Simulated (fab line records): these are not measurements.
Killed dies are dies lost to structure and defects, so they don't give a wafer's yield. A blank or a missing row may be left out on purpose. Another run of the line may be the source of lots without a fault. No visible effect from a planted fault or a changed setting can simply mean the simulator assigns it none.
A struck lot beside a sound one | flow sky130 | 15 steps out of a route of 708
Sound: these wafers, L540.2, L540.4, L540.6. Struck: wafers L538.2, L538.3, L538.6. The cause is named last.
Order at every step that has rows: each side's tool, ch and its chambers, its first start. Under that, the readings that differ: sound wafers | struck wafers | difference of the means | sigmas: that difference in standard deviations of wafers without a fault.
alike: readings whose means differ by less than 2 such deviations, and words and numbers that are the same on both sides. not compared: withheld readings, readings that some wafer has no value for, bounds like >300 that may hide the same value, and numbers for which the record gives no deviation and whose values overlap.
A row with sigmas, a row that says differs or no value, or rows on one side alone: a step with any of these is where the two part. Numbers that don't overlap but have no deviation are shown without sigmas and don't part them. A reading missing from all wafers of one side parts the sides only when that side holds two or more wafers.

first, 6 steps without rows for these wafers: SKY_VIA4_HMDS_05 (prime time 60 s); SKY_VIA4_COAT_06 (resist thk 1140 nm); SKY_VIA4_SOFTBAKE_07 (time 60 s); SKY_VIA4_EXPOSE_08 (exposes mask VIM4, target cd 800 nm); SKY_VIA4_PEB_09; SKY_VIA4_DEVELOP_10 (develop time 60 s).
SKY_VIA4_OVL_MEAS_11:
  struck on overlay-02, day 45 16:18; sound on overlay-01, day 45 18:02
  alike: VIA4_OVL
SKY_VIA4_ETCH_12: etches SiO2 in C4F8/O2/Ar, stops on TiN, target depth 580 nm.
  sound on rie_diel-02 ch 1,2,3, day 45 18:04; struck on rie_diel-04 ch 0,3, day 45 16:20
  alike: oes_product_au
SKY_VIA4_STRIP_13: strips in O2/N2.
  sound on plasma_asher-02 ch 0,1, day 45 18:09; struck on plasma_asher-02 ch 0,1, day 45 16:24
  alike: drypump_motor_current_A, oes_product_au, strip_time_to_endpoint_s
  not compared: rf_hours_counter_h
then, 3 steps without rows for these wafers: SKY_VIA4_STRIP_14 (strips in post etch residue remover, time 1200 s); SKY_VIA4_CLEAN_15 (cleans in IPA, time 180 s); SKY_VIA4_CLEAN_16 (cleans in O3/DIW).
SKY_VIA4_SPUTTER_17: material TiN, target thk 20 nm, time 80 s.
  struck on pvd_sputter-04, day 45 16:59; sound on pvd_sputter-04, day 45 18:54
  no value came back on the struck wafers for cathode_dc_power_W (W), chamber_pressure_pa (Pa), throttle_valve_pct (%); on the sound wafers cathode_dc_power_W (W) reads 4001.6 4000.1 4000.1
SKY_VIA4_CVD_18: deposits W, target thk 505 nm, time 152.14 s.
  sound on cvd_w-01 ch 0,1, day 45 18:58; struck on cvd_w-01 ch 0,1, day 45 17:03
  alike: heater_power_w
  not compared: since_wet_clean_h
-- the record jumps here: 3 days lie between the struck wafers' starts before and after (it left off in module VIA4 and takes up again in module PAD_OPEN, whose first step shown is number 708 of the route) --
SKY_PAD_OPEN_PROBE_99:
  struck on prober-01, day 48 06:51; sound on prober-01, day 48 10:49
  reading                  | sound          | struck                                                               | difference                   | sigmas
  hold                     | - - -          | await_dispo/2.4h/scrap await_dispo/2.4h/scrap await_dispo/2.4h/scrap | no value on the sound wafers |
  defect_limited_yield (%) | 85.2 82.9 83.7 | 0 0 0                                                                | -84                          | -47
  killed_at_M4_up          | 5 3 4          | 402 397 403                                                          | +397                         | +99 or more
  killed_dies              | 73 84 80       | 492 492 492                                                          | +413                         | +46
  killed_on_rim            | 16 22 19       | 96 96 96                                                             | +77                          | +21
  sort_bin_5_function (%)  | 9.1 11.8 10.8  | 91.7 91.5 91.7                                                       | +81.1                        | +58
  sort_bin_6_memory (%)    | 5.1 5.1 4.9    | 7.3 7.5 7.7                                                          | +2.5                         | +2
  sort_n_pass              | 419 408 412    | 0 0 0                                                                | -413                         | -46
  sort_yield_pct (%)       | 85.2 82.9 83.7 | 0 0 0                                                                | -84                          | -47
  alike: killed_at_M0_to_M3, killed_at_contacts, killed_at_front_end, killed_at_other, killed_open, killed_short, sort_bin_3_pad_short

== WHERE THEY PART ==
At SKY_VIA4_SPUTTER_17 first; at SKY_PAD_OPEN_PROBE_99 last (within this record only).

WHY: whatever the simulator had introduced
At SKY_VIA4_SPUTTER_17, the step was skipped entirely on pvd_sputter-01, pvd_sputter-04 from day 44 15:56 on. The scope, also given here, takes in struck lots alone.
